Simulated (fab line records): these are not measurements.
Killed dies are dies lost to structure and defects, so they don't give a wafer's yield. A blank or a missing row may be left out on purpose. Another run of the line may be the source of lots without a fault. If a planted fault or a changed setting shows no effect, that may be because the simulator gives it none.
What tool caused it? | flow sky130 | 36 wafers from 12 lots sampled at 4 of the route's 708 steps

WHAT THE GAUGES SHOWED, per wafer
SKY_PAD_OPEN_BOW_MEAS_13. Usual: PAD_OPEN_BOW gives 45 um (standard deviation 8.6).
lot  | measured     | on            | PAD_OPEN_BOW (um) | flag
L323 | day 45 09:33 | film metro-02 | 45 46 44          |
L325 | day 46 04:32 | film metro-04 | 45 50 43          |
L326 | day 46 06:38 | film metro-02 | 54 44 56          |
L330 | day 47 15:15 | film metro-03 | 35 66 42          |
L334 | day 48 10:28 | film metro-02 | 49 46 53          |
L335 | day 48 12:43 | film metro-04 | 45 51 53          |
L337 | day 49 01:53 | film metro-04 | 67 48 49          |
L341 | day 49 23:52 | film metro-02 | 36 37 25          |
L342 | day 50 09:01 | film metro-04 | 60 47 56          |
L344 | day 50 11:02 | film metro-04 | 35 37 54          |
L345 | day 50 18:24 | film metro-04 | 45 39 41          |
L346 | day 50 17:55 | film metro-04 | 39 51 43          |

TOOL THAT RAN EACH LOT (tool first, then ch and the chambers of the sampled wafers, then the start)
lot  | SKY_VT_ADJUST_PCH_STRIP_09           | SKY_VIA3_STRIP_16                    | SKY_CAP2M_SPUTTER_02
L323 | plasma asher-02 ch 0,1, day 10 05:46 | plasma asher-03 ch 0,1, day 39 08:01 | pvd sputter-02, day 39 09:46
L325 | plasma asher-04 ch 0,1, day 11 01:07 | plasma asher-01 ch 0,1, day 40 04:16 | pvd sputter-02, day 40 05:54
L326 | plasma asher-02 ch 0,1, day 11 08:05 | plasma asher-03 ch 0,1, day 40 09:13 | pvd sputter-01, day 40 10:43
L330 | plasma asher-02 ch 0,1, day 13 01:19 | plasma asher-02 ch 0,1, day 42 01:03 | pvd sputter-01, day 42 02:31
L334 | plasma asher-02 ch 0,1, day 14 09:27 | plasma asher-02 ch 0, day 43 05:46   | pvd sputter-02, day 43 07:18
L335 | plasma asher-02 ch 0,1, day 14 10:43 | plasma asher-01 ch 0,1, day 43 09:01 | pvd sputter-03, day 43 10:31
L337 | plasma asher-03 ch 0,1, day 15 04:47 | plasma asher-01 ch 0,1, day 43 19:48 | pvd sputter-02, day 43 21:16
L341 | plasma asher-03 ch 0,1, day 16 08:40 | plasma asher-02 ch 0,1, day 44 23:11 | pvd sputter-03, day 45 00:39
L342 | plasma asher-04 ch 0,1, day 16 11:29 | plasma asher-01 ch 0,1, day 45 02:37 | pvd sputter-01, day 45 04:15
L344 | plasma asher-03 ch 0,1, day 17 03:16 | plasma asher-02 ch 0,1, day 45 08:13 | pvd sputter-02, day 45 09:43
L345 | plasma asher-04 ch 0,1, day 17 13:41 | plasma asher-03 ch 0,1, day 45 17:42 | pvd sputter-01, day 45 19:20
L346 | plasma asher-02 ch 0,1, day 17 14:13 | plasma asher-01 ch 0,1, day 45 18:51 | pvd sputter-02, day 45 20:23
- SKY_VT_ADJUST_PCH_STRIP_09: strips in O2/N2.
- SKY_VIA3_STRIP_16: strips in O2/N2.
- SKY_CAP2M_SPUTTER_02: material TiN, target thk 200 nm, time 166.7 s.

WHAT THE TOOLS THEMSELVES READ (means of the sampled wafers that have a number; where no wafer has one, the mark that the record gives instead)
SKY_VT_ADJUST_PCH_STRIP_09. Usual: drypump motor current A 5.5 A, standard deviation 0.41; n2 flow sccm 300.0 sccm, standard deviation 0.93; oes product au 0.723 a.u., standard deviation 0.0043; strip time to endpoint s 36.90 s, standard deviation 0.095.
lot  | tool            | drypump motor current A (A) | n2 flow sccm (sccm) | oes product au (a.u.) | strip time to endpoint s (s) | flag
L323 | plasma asher-02 | 5.6                         | 300.2               | 0.726                 | 36.87                        |
L325 | plasma asher-04 | 5.4                         | 300.7               | 0.722                 | 36.76                        |
L326 | plasma asher-02 | 5.5                         | 299.0               | 0.723                 | 36.90                        |
L330 | plasma asher-02 | 5.6                         | 299.7               | 0.720                 | 36.89                        |
L334 | plasma asher-02 | 5.6                         | 301.4               | 0.720                 | 36.97                        |
L335 | plasma asher-02 | 5.5                         | 299.7               | 0.721                 | 36.85                        |
L337 | plasma asher-03 | 5.1                         | 300.5               | 0.725                 | 36.98                        |
L341 | plasma asher-03 | 5.3                         | 299.1               | 0.725                 | 36.87                        |
L342 | plasma asher-04 | 5.8                         | 300.4               | 0.722                 | 36.88                        |
L344 | plasma asher-03 | 5.2                         | 299.6               | 0.722                 | 37.02                        |
L345 | plasma asher-04 | 5.8                         | 299.4               | 0.721                 | 36.83                        |
L346 | plasma asher-02 | 5.6                         | 299.7               | 0.722                 | 36.84                        |

SKY_VIA3_STRIP_16. Usual: drypump motor current A 5.47 A, standard deviation 0.21; n2 flow sccm 299.9 sccm, standard deviation 0.98; oes product au 0.402 a.u., standard deviation 0.0049; strip time to endpoint s 4.125 s, standard deviation 0.028.
lot  | tool            | drypump motor current A (A) | n2 flow sccm (sccm) | oes product au (a.u.) | strip time to endpoint s (s) | flag
L323 | plasma asher-03 | 5.27                        | 299.8               | 0.400                 | 4.145                        |
L325 | plasma asher-01 | 5.57                        | 299.6               | 0.402                 | 4.106                        |
L326 | plasma asher-03 | 5.15                        | 300.6               | 0.404                 | 4.110                        |
L330 | plasma asher-02 | 5.51                        | 299.6               | 0.405                 | 4.131                        |
L334 | plasma asher-02 | 5.67                        | 298.8               | 0.403                 | 4.149                        |
L335 | plasma asher-01 | 5.49                        | 300.4               | 0.408                 | 4.114                        |
L337 | plasma asher-01 | 5.46                        | 300.1               | 0.403                 | 4.147                        |
L341 | plasma asher-02 | 5.51                        | 300.4               | 0.404                 | 4.134                        |
L342 | plasma asher-01 | 5.57                        | 299.5               | 0.404                 | 4.100                        |
L344 | plasma asher-02 | 5.50                        | 299.5               | 0.404                 | 4.090                        |
L345 | plasma asher-03 | 5.26                        | 300.4               | 0.399                 | 4.114                        |
L346 | plasma asher-01 | 5.47                        | 300.5               | 0.403                 | 4.096                        |

SKY_CAP2M_SPUTTER_02. Usual: throttle valve pct reads 29.6 % (standard deviation 1.1).
lot  | tool           | throttle valve pct (%) | flag
L323 | pvd sputter-02 | 31.0                   |
L325 | pvd sputter-02 | 31.1                   |
L326 | pvd sputter-01 | 29.4                   |
L330 | pvd sputter-01 | 28.3                   |
L334 | pvd sputter-02 | 30.3                   |
L335 | pvd sputter-03 | 29.5                   |
L337 | pvd sputter-02 | 30.0                   |
L341 | pvd sputter-03 | 29.9                   |
L342 | pvd sputter-01 | 28.7                   |
L344 | pvd sputter-02 | 30.1                   |
L345 | pvd sputter-01 | 28.5                   |
L346 | pvd sputter-02 | 30.6                   |

THE ANSWER, worked out from the rows above alone
Rule: a lot counts as off when the mean over its wafers that have a number is more than 3 standard deviations away from the usual mean. Also off: a lot with no number at a reading for which 4 or more lots have one. All remaining lots with rows at the step are treated as sound. First the gauges in route order, then the tools' own readings, where a lot's mean is used as printed above. At the first step where some lot is off, the reading lying furthest off is the one used; lots without a number count as furthest.
No lot is off at any reading shown: from this, nothing can be told.

WHAT HAD BEEN PUT IN BY THE SIMULATOR
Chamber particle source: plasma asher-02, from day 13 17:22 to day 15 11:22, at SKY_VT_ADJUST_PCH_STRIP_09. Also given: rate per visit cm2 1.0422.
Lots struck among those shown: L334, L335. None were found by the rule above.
